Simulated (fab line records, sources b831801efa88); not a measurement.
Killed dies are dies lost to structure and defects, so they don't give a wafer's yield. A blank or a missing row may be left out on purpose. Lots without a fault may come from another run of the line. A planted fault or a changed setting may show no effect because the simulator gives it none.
Problem report in the 8D (eight disciplines) form, filled by code | flow sky130 | the parts of the form that need people (team, actions taken, sign-off) are left out

1. THE PROBLEM
FIELD_ISO_CVD_24_THK at SKY_FIELD_ISO_THK_MEAS_25 reads a mean of 829 nm on 3 wafers of 3 lots; wafers without a fault read 595 nm with a standard deviation of 7.8. That is +30 standard deviations from the usual mean.
First seen on wafer L334.4, day 6 06:11, on film_metro-02. The record holds 32 wafers of 12 lots with a number at this step. Rule for "out", or "out of limits": more than 4 standard deviations from the usual mean. The other wafers with a number count as sound.

2. WHAT IT IS AND WHAT IT IS NOT
question                    | is                           | is not
which readings at this step | FIELD_ISO_CVD_24_THK         | -
which lots                  | L334, L338, L339             | L318, L319, L320, L321, L322, L324, L327, L328, L330
which wafers of those lots  | L334.4, L338.4, L339.6       | L339.2, L339.3
read on which gauges        | film_metro-02, film_metro-04 | film_metro-03
when                        | from day 6 06:11             | up to then (27 sound wafers); but 2 sound wafers of L339 came after

3. SUSPECTS, AND WHAT RULES EACH OUT
Counting: a tool at a process step up to the reading stays a suspect if it ran every lot that is out. Sound lots after the first of them don't rule it out here, since some wafers of a struck lot are sound.
- the gauge at SKY_FIELD_ISO_THK_MEAS_25: ruled out. The wafers that are out were read on 2 gauges (film_metro-02, film_metro-04).
- hdpcvd-01 at SKY_FIELD_ISO_CVD_24 (deposits SiO2, target thk 595 nm, time 99.2 s): kept. It ran every lot that is out, first L334 (day 6 06:08); its last sound lot up to then is L328 (day 5 00:10).
Left after counting: hdpcvd-01 at SKY_FIELD_ISO_CVD_24.

4. THE CAUSE (what the simulator had put in)
Process parameter drift: hdpcvd-01, from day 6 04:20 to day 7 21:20, at SKY_FIELD_ISO_CVD_24. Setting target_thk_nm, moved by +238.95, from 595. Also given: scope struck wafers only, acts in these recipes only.
Counting left only this tool.

5. THE CHAIN OF EFFECTS, in route order
Each row: a reading whose mean over the struck wafers that have a number lies more than 3 standard deviations from the usual. Only readings for which the record gives a usual standard deviation are gone through. hours: the time from each lot's start at the first step in this table that gives one to its start at this step, as a median over the lots. sigmas: the change in usual standard deviations.
hours | step                      | reading              | usual  | on struck wafers | change | sigmas
0     | SKY_FIELD_ISO_THK_MEAS_25 | FIELD_ISO_CVD_24_THK | 595 nm | 829              | +234   | +30
5     | SKY_FIELD_ISO_CMP_27      | time_to_endpoint_s   | 112 s  | 156              | +44    | +13
The process steps in it:
- SKY_FIELD_ISO_CMP_27: polishes, stops on Si3N4, t overpolish 16 s, target thk 457.8 nm.

6. WHAT WOULD HAVE CAUGHT IT SOONER
In this record the first reading out of limits at a measuring or inspecting step was taken at day 6 06:11, 2 hours after the fault began at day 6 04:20.
Of the tool readings at SKY_FIELD_ISO_CVD_24 for which the record gives a usual standard deviation, none was out on any struck wafer, so an alarm limit of 4 standard deviations on them would not have fired.
Of the lots that are out (3), L338, L339 began SKY_FIELD_ISO_CVD_24 on hdpcvd-01 after day 6 06:11. A hold on the tool at that time would have spared those 2.
